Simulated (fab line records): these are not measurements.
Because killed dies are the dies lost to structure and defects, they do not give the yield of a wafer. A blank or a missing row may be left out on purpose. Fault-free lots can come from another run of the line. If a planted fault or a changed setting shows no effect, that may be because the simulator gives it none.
What tool caused it? || flow sfq line || 42 wafers from 14 lots sampled at 2 of the route's 325 steps

WHAT THE GAUGES SHOWED, per wafer
SFQ_M1_RS_MEAS_909: the measuring method here is four-point-probe. Usual: for M1_NB_RS the level is 0.890 ohm/sq and the standard deviation is 0.0098.
{"lot": "L303", "measured": "day 16 10:46", "on": "film metro-03", "M1_NB_RS (ohm/sq)": "0.895 0.895 0.888", "flag": ""}
{"lot": "L304", "measured": "day 16 21:35", "on": "film metro-03", "M1_NB_RS (ohm/sq)": "0.884 0.889 0.888", "flag": ""}
{"lot": "L305", "measured": "day 17 12:05", "on": "film metro-03", "M1_NB_RS (ohm/sq)": "0.879 0.888 0.882", "flag": ""}
{"lot": "L307", "measured": "day 18 20:32", "on": "film metro-03", "M1_NB_RS (ohm/sq)": "0.894 0.885 0.888", "flag": ""}
{"lot": "L308", "measured": "day 19 01:17", "on": "film metro-03", "M1_NB_RS (ohm/sq)": "0.885 0.894 0.894", "flag": ""}
{"lot": "L309", "measured": "day 19 13:16", "on": "film metro-02", "M1_NB_RS (ohm/sq)": "0.891 0.890 0.883", "flag": ""}
{"lot": "L311", "measured": "day 20 14:29", "on": "film metro-02", "M1_NB_RS (ohm/sq)": "0.874 0.889 0.888", "flag": ""}
{"lot": "L312", "measured": "day 20 23:58", "on": "film metro-04", "M1_NB_RS (ohm/sq)": "0.868 0.879 0.875", "flag": ""}
{"lot": "L314", "measured": "day 22 07:46", "on": "film metro-03", "M1_NB_RS (ohm/sq)": "0.896 0.881 0.884", "flag": ""}
{"lot": "L315", "measured": "day 22 08:47", "on": "film metro-02", "M1_NB_RS (ohm/sq)": "0.893 0.898 0.879", "flag": ""}
{"lot": "L316", "measured": "day 22 10:11", "on": "film metro-03", "M1_NB_RS (ohm/sq)": "0.917 0.912 0.898", "flag": ""}
{"lot": "L321", "measured": "day 22 15:59", "on": "film metro-04", "M1_NB_RS (ohm/sq)": "0.888 0.880 0.891", "flag": ""}
{"lot": "L323", "measured": "day 22 18:23", "on": "film metro-04", "M1_NB_RS (ohm/sq)": "0.884 0.893 0.883", "flag": ""}
{"lot": "L325", "measured": "day 22 20:47", "on": "film metro-04", "M1_NB_RS (ohm/sq)": "0.906 0.908 0.896", "flag": ""}

TOOL THAT RAN EACH LOT (tool first, then ch and the chambers of the sampled wafers, then the start)
{"lot": "L303", "SFQ_TRILAYER_L0_STRIP_STRIP_009": "rie metal-02 ch 0,1, day 4 11:05"}
{"lot": "L304", "SFQ_TRILAYER_L0_STRIP_STRIP_009": "rie metal-04 ch 0,1, day 4 17:17"}
{"lot": "L305", "SFQ_TRILAYER_L0_STRIP_STRIP_009": "rie metal-04 ch 0,1, day 4 23:50"}
{"lot": "L307", "SFQ_TRILAYER_L0_STRIP_STRIP_009": "rie metal-02 ch 0,1, day 5 18:02"}
{"lot": "L308", "SFQ_TRILAYER_L0_STRIP_STRIP_009": "rie metal-03 ch 0, day 5 22:56"}
{"lot": "L309", "SFQ_TRILAYER_L0_STRIP_STRIP_009": "rie metal-04 ch 0,1, day 6 03:31"}
{"lot": "L311", "SFQ_TRILAYER_L0_STRIP_STRIP_009": "rie metal-03 ch 0, day 6 12:08"}
{"lot": "L312", "SFQ_TRILAYER_L0_STRIP_STRIP_009": "rie metal-02 ch 0,1, day 6 15:38"}
{"lot": "L314", "SFQ_TRILAYER_L0_STRIP_STRIP_009": "rie metal-03 ch 0,1, day 7 02:14"}
{"lot": "L315", "SFQ_TRILAYER_L0_STRIP_STRIP_009": "rie metal-02 ch 0,1, day 7 07:02"}
{"lot": "L316", "SFQ_TRILAYER_L0_STRIP_STRIP_009": "rie metal-03 ch 0,1, day 7 10:38"}
{"lot": "L321", "SFQ_TRILAYER_L0_STRIP_STRIP_009": "rie metal-03 ch 0,1, day 8 18:14"}
{"lot": "L323", "SFQ_TRILAYER_L0_STRIP_STRIP_009": "rie metal-02 ch 0,1, day 9 03:52"}
{"lot": "L325", "SFQ_TRILAYER_L0_STRIP_STRIP_009": "rie metal-03 ch 0,1, day 9 13:26"}
- SFQ_TRILAYER_L0_STRIP_STRIP_009: strips in O2.

WHAT THE TOOLS THEMSELVES READ (means of the sampled wafers that have a number; where no wafer has one, the mark that the record gives instead)
SFQ_TRILAYER_L0_STRIP_STRIP_009. Usual: drypump motor current A 5.7 A, standard deviation 0.49; oes product au 0.993 a.u., standard deviation 0.0075.
{"lot": "L303", "tool": "rie metal-02", "drypump motor current A (A)": 5.9, "oes product au (a.u.)": 0.989, "flag": ""}
{"lot": "L304", "tool": "rie metal-04", "drypump motor current A (A)": 5.7, "oes product au (a.u.)": 0.997, "flag": ""}
{"lot": "L305", "tool": "rie metal-04", "drypump motor current A (A)": 5.7, "oes product au (a.u.)": 0.999, "flag": ""}
{"lot": "L307", "tool": "rie metal-02", "drypump motor current A (A)": 6.3, "oes product au (a.u.)": 0.993, "flag": ""}
{"lot": "L308", "tool": "rie metal-03", "drypump motor current A (A)": 5.1, "oes product au (a.u.)": 0.987, "flag": ""}
{"lot": "L309", "tool": "rie metal-04", "drypump motor current A (A)": 5.6, "oes product au (a.u.)": 0.995, "flag": ""}
{"lot": "L311", "tool": "rie metal-03", "drypump motor current A (A)": 5.2, "oes product au (a.u.)": 0.986, "flag": ""}
{"lot": "L312", "tool": "rie metal-02", "drypump motor current A (A)": 5.8, "oes product au (a.u.)": 0.997, "flag": ""}
{"lot": "L314", "tool": "rie metal-03", "drypump motor current A (A)": 5.4, "oes product au (a.u.)": 0.994, "flag": ""}
{"lot": "L315", "tool": "rie metal-02", "drypump motor current A (A)": 5.8, "oes product au (a.u.)": 1.000, "flag": ""}
{"lot": "L316", "tool": "rie metal-03", "drypump motor current A (A)": 5.7, "oes product au (a.u.)": 0.988, "flag": ""}
{"lot": "L321", "tool": "rie metal-03", "drypump motor current A (A)": 5.4, "oes product au (a.u.)": 0.995, "flag": ""}
{"lot": "L323", "tool": "rie metal-02", "drypump motor current A (A)": 6.2, "oes product au (a.u.)": 0.994, "flag": ""}
{"lot": "L325", "tool": "rie metal-03", "drypump motor current A (A)": 5.7, "oes product au (a.u.)": 0.993, "flag": ""}

THE ANSWER, worked out from the rows above alone
Rule: a lot counts as off when the mean over its wafers that have a number is more than 3 standard deviations away from the usual mean. Also off: a lot with no number at a reading for which 4 or more lots have one. Any other lot the step has rows for is counted as sound. First the gauges in route order, then the tools' own readings, where a lot's mean is used as printed above. At the first step where some lot is off, the reading lying furthest off is the one used; lots without a number count as furthest.
None of the lots is off at any reading shown; this tells nothing.

WHAT THE SIMULATOR HAD INSERTED
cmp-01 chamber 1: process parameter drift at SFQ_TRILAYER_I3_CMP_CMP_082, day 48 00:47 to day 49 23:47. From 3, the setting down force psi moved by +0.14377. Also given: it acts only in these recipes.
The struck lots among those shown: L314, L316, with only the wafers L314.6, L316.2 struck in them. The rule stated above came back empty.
